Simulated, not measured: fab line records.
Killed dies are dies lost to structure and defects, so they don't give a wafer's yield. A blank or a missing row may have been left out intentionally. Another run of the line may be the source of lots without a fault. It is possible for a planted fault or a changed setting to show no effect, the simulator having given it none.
The tool behind it: which one? ; flow sky130 ; 36 wafers from 12 lots sampled at 5 of the route's 708 steps

## WHAT EACH GAUGE READ, for each wafer
No reading from a measuring or inspecting step in the record can be judged against a usual standard deviation.

## WHICH TOOL RAN EACH LOT (tool, then ch and the chambers of the sampled wafers, then the start)
lot;SKY_LDD_HVP_STRIP_09;SKY_LDD_LDN_STRIP_12;SKY_CONTACT_CMP_04;SKY_CONTACT_SPUTTER_23;SKY_PAD_OPEN_PROBE_99
L455;plasma asher-01 ch 0,1, day 21 11:53;plasma asher-04 ch 0,1, day 22 19:02;cmp-02 ch 2,3, day 30 09:17;pvd sputter-02, day 31 13:55;prober-02, day 45 15:32
L456;plasma asher-02 ch 0,1, day 22 01:29;plasma asher-03 ch 0,1, day 23 08:34;cmp-02 ch 0,1,3, day 30 21:54;pvd sputter-03, day 32 01:29;prober-01, day 46 04:08
L457;plasma asher-03 ch 0,1, day 22 08:31;plasma asher-03 ch 0,1, day 23 15:35;cmp-01 ch 0,1,3, day 31 02:15;pvd sputter-01, day 32 07:11;prober-02, day 46 07:27
L459;plasma asher-03 ch 0,1, day 23 17:37;plasma asher-03 ch 0,1, day 25 00:16;cmp-01 ch 0,2,3, day 32 09:50;pvd sputter-01, day 33 14:07;prober-02, day 47 06:47
L462;plasma asher-03 ch 0, day 24 13:50;plasma asher-01 ch 0,1, day 25 19:35;cmp-01 ch 1,3, day 33 01:02;pvd sputter-02, day 34 04:56;prober-02, day 47 20:23
L465;plasma asher-02 ch 0,1, day 25 11:29;plasma asher-04 ch 0,1, day 26 17:32;cmp-02 ch 0,2,3, day 33 23:45;pvd sputter-01, day 35 03:32;prober-02, day 48 13:02
L466;plasma asher-02 ch 0,1, day 26 01:35;plasma asher-03 ch 0,1, day 27 07:04;cmp-01 ch 0,2,3, day 34 10:38;pvd sputter-03, day 35 14:26;prober-01, day 48 21:08
L467;plasma asher-03 ch 0,1, day 26 06:14;plasma asher-04 ch 0,1, day 27 12:05;cmp-01 ch 0,2,3, day 34 14:48;pvd sputter-01, day 35 18:26;prober-02, day 48 23:01
L469;plasma asher-02 ch 1, day 26 21:53;plasma asher-04 ch 0, day 28 02:53;cmp-02 ch 1,2,3, day 35 07:06;pvd sputter-03, day 36 10:20;prober-02, day 49 10:34
L474;plasma asher-02 ch 0,1, day 28 07:32;plasma asher-03 ch 0,1, day 29 12:22;cmp-02 ch 0,1, day 36 12:00;pvd sputter-03, day 37 15:41;prober-01, day 50 05:17
L476;plasma asher-02 ch 0,1, day 28 18:56;plasma asher-03 ch 0,1, day 29 23:17;cmp-02 ch 0,2,3, day 36 23:14;pvd sputter-03, day 38 02:21;prober-01, day 50 11:08
L478;plasma asher-01 ch 0,1, day 29 15:47;plasma asher-01 ch 0,1, day 30 19:41;cmp-02 ch 0,2, day 37 18:33;pvd sputter-01, day 38 21:05;prober-01, day 51 00:45
- SKY_LDD_HVP_STRIP_09: strips in O2/N2.
- SKY_LDD_LDN_STRIP_12: strips in O2/N2.
- SKY_CONTACT_CMP_04: polishes SiO2.
- SKY_CONTACT_SPUTTER_23: material TiN, target thk 20 nm, time 80 s.
- SKY_PAD_OPEN_PROBE_99

## AS READ BY THE TOOLS THEMSELVES (means over the sampled wafers that have a number; for cases with no such wafer, the mark the record gives instead)
SKY_LDD_HVP_STRIP_09.
lot;tool;drypump motor current A (A);oes product au (a.u.);strip time to endpoint s (s)
L455;plasma asher-01;5.3;0.410;4.135
L456;plasma asher-02;5.1;0.405;4.148
L457;plasma asher-03;5.7;0.406;4.134
L459;plasma asher-03;6.1;0.402;4.124
L462;plasma asher-03;6.4;0.414;4.106
L465;plasma asher-02;5.4;0.403;4.131
L466;plasma asher-02;5.1;0.410;4.136
L467;plasma asher-03;6.1;0.404;4.150
L469;plasma asher-02;5.6;0.406;4.126
L474;plasma asher-02;5.4;0.410;4.137
L476;plasma asher-02;5.4;0.405;4.125
L478;plasma asher-01;5.4;0.408;4.134

SKY_LDD_LDN_STRIP_12.
lot;tool;drypump motor current A (A);oes product au (a.u.);strip time to endpoint s (s)
L455;plasma asher-04;5.7;0.715;14.22
L456;plasma asher-03;5.7;0.716;14.21
L457;plasma asher-03;5.7;0.715;14.20
L459;plasma asher-03;6.1;0.715;14.15
L462;plasma asher-01;5.3;0.717;14.14
L465;plasma asher-04;5.8;0.714;14.17
L466;plasma asher-03;6.1;0.712;14.19
L467;plasma asher-04;5.7;0.717;14.20
L469;plasma asher-04;5.6;0.717;14.14
L474;plasma asher-03;6.1;0.715;14.19
L476;plasma asher-03;6.1;0.718;14.13
L478;plasma asher-01;5.4;0.714;14.11

SKY_CONTACT_CMP_04.
lot;tool;edge zone pressure frac;head pressure psi (psi);motor current A (A);time to endpoint s (s)
L455;cmp-02;0.997;4.009;13.5;77
L456;cmp-02;0.999;3.996;11.7;84
L457;cmp-01;1.000;3.995;12.5;78
L459;cmp-01;1.000;4.002;11.1;82
L462;cmp-01;0.994;4.010;12.6;80
L465;cmp-02;1.003;3.997;12.2;85
L466;cmp-01;1.001;3.576;10.8;90
L467;cmp-01;0.999;3.572;10.4;90
L469;cmp-02;1.004;3.997;12.7;84
L474;cmp-02;1.003;4.000;10.7;84
L476;cmp-02;0.996;4.003;12.4;87
L478;cmp-02;0.997;4.009;11.7;85

SKY_CONTACT_SPUTTER_23.
lot;tool;throttle valve pct (%)
L455;pvd sputter-02;29.1
L456;pvd sputter-03;31.5
L457;pvd sputter-01;31.2
L459;pvd sputter-01;31.6
L462;pvd sputter-02;29.6
L465;pvd sputter-01;31.1
L466;pvd sputter-03;31.4
L467;pvd sputter-01;31.7
L469;pvd sputter-03;31.7
L474;pvd sputter-03;31.7
L476;pvd sputter-03;31.6
L478;pvd sputter-01;30.1

SKY_PAD_OPEN_PROBE_99.
lot;tool;killed_at_M0_to_M3;killed_at_M4_up;killed at contacts;killed at front end;killed at other;killed dies;killed on rim;killed open;killed short
L455;prober-02;45;3.0;28;14;0.7;91;20;52;39
L456;prober-01;38;4.3;25;15;0.3;82;18;44;39
L457;prober-02;45;3.7;22;9;0.7;80;15;43;37
L459;prober-02;52;3.3;28;17;1.0;101;19;56;44
L462;prober-02;43;1.0;25;17;0.0;86;16;48;37
L465;prober-02;42;3.3;20;8;1.0;75;12;41;33
L466;prober-01;45;3.3;25;14;0.3;88;13;47;41
L467;prober-02;39;3.0;30;19;0.3;92;16;49;43
L469;prober-02;44;2.7;33;18;0.3;97;21;58;39
L474;prober-01;48;2.3;25;16;0.3;92;18;48;43
L476;prober-01;39;3.7;24;13;0.3;81;18;48;33
L478;prober-01;37;4.3;26;14;0.3;81;16;45;36

## THE ANSWER, worked out from the rows above alone
Rule: the usual values come from the lots themselves. Put in order of their means at a reading, lots are off if they are a third of the lots or fewer, leave a main group of 4 or more, and stand apart from it by a gap of 3 or more times the standard deviation of the main group's means; of several such gaps the widest counts. The tables above print the reading to a certain number of digits; a main group whose means all agree to those digits is not used. A lot without any number at a reading at which 4 lots or more have one is off too. The other lots that the step has rows for count as sound. Order of review: gauges by route order, followed by the tools' own readings, for which a lot's mean as printed above is used. The first step at which some lot is off is used, and at that step the reading that is off furthest; a lot without a number counts as furthest.
Off at SKY_CONTACT_CMP_04 (head pressure psi): L466, L467. The main group: mean 4.002 psi, standard deviation 0.0055.
If a tool, at that step or one of the process steps before it, ran each lot that is off and ran no sound lot following the first of them, it fits. One candidate fits, namely cmp-01 at SKY_CONTACT_CMP_04. A fault onset in the window from L462 (day 33 01:02, its last sound lot) to L466 (day 34 10:38, its first lot off) fits.
The tool's own readings at SKY_CONTACT_CMP_04 bear it out: on the lots that are off they differ by more than 5 times the standard deviation of the sound lots' means. head pressure psi reads 3.574 psi there against 4.002 psi on the sound lots.

## WHAT THE SIMULATOR PUT IN
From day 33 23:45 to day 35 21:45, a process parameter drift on cmp-01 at SKY_CONTACT_CMP_04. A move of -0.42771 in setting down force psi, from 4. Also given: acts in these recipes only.
Lots struck among those shown: L466, L467. The rule above reached the same finding.
